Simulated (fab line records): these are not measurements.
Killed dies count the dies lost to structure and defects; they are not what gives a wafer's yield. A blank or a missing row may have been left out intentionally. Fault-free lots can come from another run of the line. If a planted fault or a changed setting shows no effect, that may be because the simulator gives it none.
The tool behind it: which one?	flow sfq_line	14 lots with 42 wafers sampled at 3 steps, on a route of 325 steps

## WHAT THE GAUGES READ, wafer by wafer
The record holds no reading of a measuring or inspecting step that can be judged against a usual standard deviation.

## TOOL THAT RAN EACH LOT (tool first, then ch and the chambers of the sampled wafers, then the start)
lot	SFQ_TRILAYER_M4_BARC_OPEN_METAL_ETCH_123	SFQ_TRILAYER_M4_ETCH_METAL_ETCH_096	SFQ_TRILAYER_I4_VIA_LITHO_EXPOSE_104
L588	rie_metal-03 ch 0,1, day 34 06:41	rie_metal-03 ch 0,1, day 34 06:46	krf_scanner-01 ch 0, day 37 08:37
L589	rie_metal-01 ch 0,1, day 34 13:53	rie_metal-01 ch 0,1, day 34 13:58	krf_scanner-01 ch 0, day 37 13:37
L590	rie_metal-04 ch 0,1, day 35 07:52	rie_metal-04 ch 0,1, day 35 07:56	krf_scanner-01 ch 0, day 38 12:22
L591	rie_metal-03 ch 0,1, day 35 11:28	rie_metal-03 ch 0,1, day 35 11:32	krf_scanner-01 ch 0, day 38 20:46
L592	rie_metal-01 ch 0,1, day 35 16:16	rie_metal-01 ch 0,1, day 35 16:20	krf_scanner-01 ch 0, day 39 00:22
L593	rie_metal-01 ch 0,1, day 35 18:40	rie_metal-01 ch 0,1, day 35 18:44	krf_scanner-01 ch 0, day 39 05:22
L596	rie_metal-04 ch 0,1, day 36 11:28	rie_metal-04 ch 0,1, day 36 11:32	krf_scanner-01 ch 0, day 40 01:34
L598	rie_metal-01 ch 0,1, day 38 18:42	rie_metal-01 ch 0,1, day 38 18:46	krf_scanner-01, day 41 23:16
L599	rie_metal-03 ch 0,1, day 39 07:54	rie_metal-03 ch 0,1, day 39 07:58	krf_scanner-01, day 43 00:00
L600	rie_metal-04 ch 0,1, day 39 11:30	rie_metal-04 ch 0,1, day 39 11:34	krf_scanner-01 ch 0, day 43 06:00
L608	rie_metal-03 ch 0,1, day 43 16:56	rie_metal-03 ch 0,1, day 43 16:59	krf_scanner-01 ch 0, day 47 07:27
L609	rie_metal-04 ch 0,1, day 44 09:17	rie_metal-04 ch 0,1, day 44 09:20	krf_scanner-01 ch 0, day 47 23:03
L610	rie_metal-01 ch 0, day 44 16:29	rie_metal-01 ch 0, day 44 16:32	krf_scanner-01 ch 0, day 48 09:57
L611	rie_metal-03 ch 0,1, day 45 07:10	rie_metal-03 ch 0,1, day 45 07:13	krf_scanner-01 ch 0, day 49 11:23
- SFQ_TRILAYER_M4_BARC_OPEN_METAL_ETCH_123: etches BARC in O2, target depth 125 nm, time 41.7 s.
- SFQ_TRILAYER_M4_ETCH_METAL_ETCH_096: etches Nb in Cl2/Ar, stops on SiO2, target depth 240 nm, time 120 s.
- SFQ_TRILAYER_I4_VIA_LITHO_EXPOSE_104: exposes mask I4, target cd 700 nm.

## WHAT THE TOOLS THEMSELVES READ (means of the sampled wafers that have a number; where no wafer has one, the mark that the record gives instead)
SFQ_TRILAYER_M4_BARC_OPEN_METAL_ETCH_123.
lot	tool	bias_w (W)	chamber_pressure_mTorr (mTorr)	drypump_motor_current_A (A)	oes_product_au (a.u.)
L588	rie_metal-03	80.07	9.995	5.89	0.686
L589	rie_metal-01	80.04	10.002	5.79	0.683
L590	rie_metal-04	79.80	9.995	6.07	0.684
L591	rie_metal-03	79.82	10.005	5.92	0.682
L592	rie_metal-01	80.01	10.005	5.82	0.682
L593	rie_metal-01	79.92	9.997	5.80	0.686
L596	rie_metal-04	79.99	9.997	6.04	0.683
L598	rie_metal-01	-	-	-	-
L599	rie_metal-03	-	-	-	-
L600	rie_metal-04	79.90	9.994	6.07	0.685
L608	rie_metal-03	80.12	9.995	5.92	0.681
L609	rie_metal-04	80.14	9.994	6.07	0.681
L610	rie_metal-01	80.02	9.996	5.78	0.684
L611	rie_metal-03	79.89	10.002	5.92	0.681

SFQ_TRILAYER_M4_ETCH_METAL_ETCH_096.
lot	tool	bias_w (W)	chamber_pressure_mTorr (mTorr)	drypump_motor_current_A (A)	oes_product_au (a.u.)
L588	rie_metal-03	80.03	10.000	5.87	0.887
L589	rie_metal-01	80.39	10.005	5.79	0.892
L590	rie_metal-04	79.85	10.000	6.07	0.880
L591	rie_metal-03	79.86	10.002	5.93	0.883
L592	rie_metal-01	79.92	9.997	5.81	0.906
L593	rie_metal-01	79.75	10.004	5.80	0.893
L596	rie_metal-04	79.66	10.000	6.09	0.904
L598	rie_metal-01	79.97	9.997	5.81	0.375
L599	rie_metal-03	79.86	9.993	5.91	0.372
L600	rie_metal-04	80.14	9.995	6.03	0.900
L608	rie_metal-03	79.96	10.011	5.94	0.896
L609	rie_metal-04	79.93	10.012	6.06	0.899
L610	rie_metal-01	80.20	10.015	5.77	0.896
L611	rie_metal-03	80.12	10.005	5.92	0.886

SFQ_TRILAYER_I4_VIA_LITHO_EXPOSE_104.
lot	tool	exposure_dose_mJ_cm2	focus_offset_nm (nm)
L588	krf_scanner-01	21.291	-0.0
L589	krf_scanner-01	21.288	-0.4
L590	krf_scanner-01	21.304	0.5
L591	krf_scanner-01	21.301	0.1
L592	krf_scanner-01	21.293	0.5
L593	krf_scanner-01	21.322	-0.0
L596	krf_scanner-01	21.308	0.0
L598	krf_scanner-01	-	-
L599	krf_scanner-01	-	-
L600	krf_scanner-01	21.335	0.3
L608	krf_scanner-01	21.303	0.1
L609	krf_scanner-01	21.304	0.3
L610	krf_scanner-01	21.292	0.4
L611	krf_scanner-01	21.311	-0.2

## THE ANSWER, worked out from the rows above alone
Rule: the lots themselves supply what counts as usual. Put in order of their means at a reading, lots are off if they are a third of the lots or fewer, leave a main group of 4 or more, and stand apart from it by a gap of 3 or more times the standard deviation of the main group's means; of several such gaps the widest counts. A main group is skipped when, at the precision printed for the reading in the tables above, its means are all equal. Also off: a lot with no number at a reading for which 4 or more lots have one. Any other lot the step has rows for is counted as sound. Order of review: gauges by route order, followed by the tools' own readings, for which a lot's mean as printed above is used. The first step at which some lot is off is used, and at that step the reading that is off furthest; a lot without a number counts as furthest.
Off: L598, L599, at SFQ_TRILAYER_M4_BARC_OPEN_METAL_ETCH_123 (bias_w). Without a number there: L598, L599. For the main group the mean is 79.98 W and the standard deviation 0.11.
If a tool, at that step or one of the process steps before it, ran each lot that is off and ran no sound lot following the first of them, it fits. Of those tried, none fits.

## WHAT WAS PUT IN BY THE SIMULATOR
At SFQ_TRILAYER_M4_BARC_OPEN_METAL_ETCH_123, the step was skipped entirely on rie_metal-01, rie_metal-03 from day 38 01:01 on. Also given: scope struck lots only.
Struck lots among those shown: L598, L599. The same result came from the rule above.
